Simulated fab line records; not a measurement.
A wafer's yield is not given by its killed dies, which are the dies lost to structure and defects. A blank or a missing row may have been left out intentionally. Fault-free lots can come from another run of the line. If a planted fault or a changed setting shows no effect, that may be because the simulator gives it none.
Problem report in the 8D (eight disciplines) form, filled by code + flow sky130 + the parts of the form that need people (team, actions taken, sign-off) are left out

1. THE PROBLEM
Wafers without a fault read 15, standard deviation 4.5; killedAtFrontEnd at SKY_PAD_OPEN_PROBE_99 reads a mean of 160 on 9 wafers belonging to 3 lots. That is +32 standard deviations from the usual mean.
First observed at day 48 11:11: wafer L508.2, on prober-02. The record holds 21 wafers of 7 lots with a number at this step. By rule, "out" or "out of limits" means more than 4 standard deviations away from the usual mean. The other wafers with a number count as sound.

2. WHAT IT IS, AND WHAT IT ISN'T
| question                    | is                                        | is not                         |
|-----------------------------|-------------------------------------------|--------------------------------|
| which readings at this step | killedAtFrontEnd, killedDies, killedOnRim | killed_at_M4_up, killedAtOther |
| which lots                  | L508, L509, L510                          | L496, L497, L498, L502         |
| which wafers of those lots  | all that have a number                    | -                              |
| read on which tools         | prober-01, prober-02                      | -                              |
| when                        | from day 48 11:11                         | up to then (12 sound wafers)   |

3. WHAT RULES OUT EACH SUSPECT
Counting: any tool at a process step up to the reading is kept as a suspect provided that every lot that is out went through it and no sound lot did after the first of them.
- rieDiel-01 at SKY_FIELD_ISO_ETCH_15 (etches the open film in CHF3/O2, stops on Si, target depth 180 nm, time 72 s): kept. It processed each lot that is out, first L508 at day 5 00:12, and no sound lot thereafter; up to then, the last sound lot it processed was L496 at day 2 14:40.
- rieSi-01 at SKY_FIELD_ISO_ETCH_17 (etches Si in HBr/Cl2/O2, target depth 342 nm, time 97.7 s): kept. It processed each lot that is out, first L508 at day 5 00:22, and no sound lot thereafter; up to then, the last sound lot it processed was L502 at day 3 18:31.
- furnace-02 at SKY_FIELD_ISO_OXIDATION_22 (stabilise 600 s, purge 300 s, target thk 10 nm): kept. It processed each lot that is out, first L508 at day 5 00:42, and no sound lot thereafter; up to then, the last sound lot it processed was L502 at day 3 19:13.
The count leaves rieDiel-01 at SKY_FIELD_ISO_ETCH_15, rieSi-01 at SKY_FIELD_ISO_ETCH_17, and furnace-02 at SKY_FIELD_ISO_OXIDATION_22.

4. THE CAUSE (what the simulator had put in)
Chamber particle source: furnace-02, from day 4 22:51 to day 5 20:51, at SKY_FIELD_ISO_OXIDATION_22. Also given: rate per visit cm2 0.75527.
Counting left 3 suspects, and this tool is among them.

5. THE CHAIN OF EFFECTS, in route order
Each row: a reading whose mean over the struck wafers that have a number lies more than 3 standard deviations from the usual. Only readings whose record carries a usual standard deviation are examined. hours: median over the lots of the time between each lot's start at the first step of this table that gives one and its start at this step. sigmas: the change, counted in usual standard deviations.
| hours | step                  | reading          | usual | on struck wafers | change | sigmas |
|-------|-----------------------|------------------|-------|------------------|--------|--------|
| 0     | SKY_PAD_OPEN_PROBE_99 | killedAtFrontEnd | 15    | 160              | +145   | +32    |
| 0     | SKY_PAD_OPEN_PROBE_99 | killedDies       | 86    | 224              | +138   | +16    |
| 0     | SKY_PAD_OPEN_PROBE_99 | killedOnRim      | 17    | 44               | +27    | +7.4   |
The process steps in it:
- SKY_PAD_OPEN_PROBE_99

6. WHAT WOULD HAVE CAUGHT IT SOONER
In this record the first reading out of limits was taken at day 48 11:11, 1044 hours after the fault began at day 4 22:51.
An alarm limit of 4 standard deviations would not have fired on the tool readings at SKY_FIELD_ISO_OXIDATION_22 for which the record gives a usual standard deviation, since none of them was out on any struck wafer.
By day 48 11:11 the whole set of lots that are out, 3 in number, had already begun SKY_FIELD_ISO_OXIDATION_22 on furnace-02. Had the tool been put on hold then, not one of them would have been saved.
